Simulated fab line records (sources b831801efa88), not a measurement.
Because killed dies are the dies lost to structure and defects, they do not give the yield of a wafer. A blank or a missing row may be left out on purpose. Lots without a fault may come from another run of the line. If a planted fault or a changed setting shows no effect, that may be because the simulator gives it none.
Chamber matching | flow gf180mcu | GF_POLY_GATE_ETCH_13 on rie_si-02: 4 sister chambers
The step etches poly-Si in HBr/Cl2, stops on SiO2, target depth 198.5 nm, time 69.6 s. 14 wafers are shown with their chamber, then 7 later ones without.

== EACH WAFER AND ITS CHAMBER ==
wafer  | chamber | drypump_motor_current_A (A) | bias_w (W) | throttle_valve_pct (%)
L825.2 | 0       | 5.0                         | 100.0      | 33.679
L825.3 | 1       | 5.9                         | 100.2      | 33.676
L825.4 | 3       | 5.6                         | 99.9       | 33.673
L828.3 | 1       | 6.0                         | 100.2      | 33.660
L828.4 | 3       | 5.6                         | 99.6       | 33.672
L828.6 | 2       | 6.0                         | 100.2      | 33.674
L833.2 | 0       | 5.1                         | 100.0      | 33.685
L833.3 | 2       | 6.0                         | 100.6      | 33.680
L833.6 | 0       | 5.1                         | 99.9       | 33.689
L834.1 | 3       | 5.6                         | 99.4       | 33.687
L834.3 | 2       | 6.0                         | 100.5      | 33.677
L834.6 | 1       | 6.0                         | 100.4      | 33.697
L836.3 | 1       | 5.9                         | 99.5       | 33.664
L836.5 | 3       | 5.6                         | 99.9       | 33.684

SIGNATURES (averages over the wafers above)
reading                 | chamber 0 | chamber 1 | chamber 2 | chamber 3 | scatter within a chamber
drypump_motor_current_A | 5.067     | 5.950     | 6.000     | 5.600     | 0.0408
bias_w                  | 99.967    | 100.075   | 100.433   | 99.700    | 0.272
throttle_valve_pct      | 33.68433  | 33.67425  | 33.67700  | 33.67900  | 0.0104
Rule: distance of a wafer from a chamber = root of the sum over the readings of ((wafer's reading minus chamber's mean) / reading's scatter) squared. If the next closest chamber is less than 2 further off than the closest, the wafer can't be placed; otherwise it belongs to the closest. The scatter: take each reading less its chamber's mean, square it, sum over the shown wafers, divide by the number of wafers less the number of chambers, and take the root.

== WAFERS WHOSE CHAMBER IS MISSING ==
wafer  | drypump_motor_current_A (A) | bias_w (W) | throttle_valve_pct (%)
L836.6 | 6.0                         | 99.7       | 33.678
L841.1 | 5.1                         | 100.2      | 33.679
L841.4 | 6.0                         | 100.0      | 33.686
L841.5 | 6.0                         | 100.2      | 33.681
L848.1 | 6.0                         | 100.6      | 33.691
L848.3 | 5.6                         | 99.7       | 33.688
L848.4 | 5.9                         | 99.8       | 33.687

== THE CHAMBER EACH PASSED THROUGH ==
wafer  | from the rows above     | in truth
L836.6 | can't be placed: 1 or 2 | 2
L841.1 | 0                       | 0
L841.4 | can't be placed: 1 or 2 | 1
L841.5 | can't be placed: 2 or 1 | 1
L848.1 | can't be placed: 2 or 1 | 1
L848.3 | 3                       | 3
L848.4 | can't be placed: 1 or 2 | 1
Correctly placed: 2 of 7. Unplaceable from these rows: 5, with the true chamber sitting among the candidates in 5. Number placed wrongly: 0.
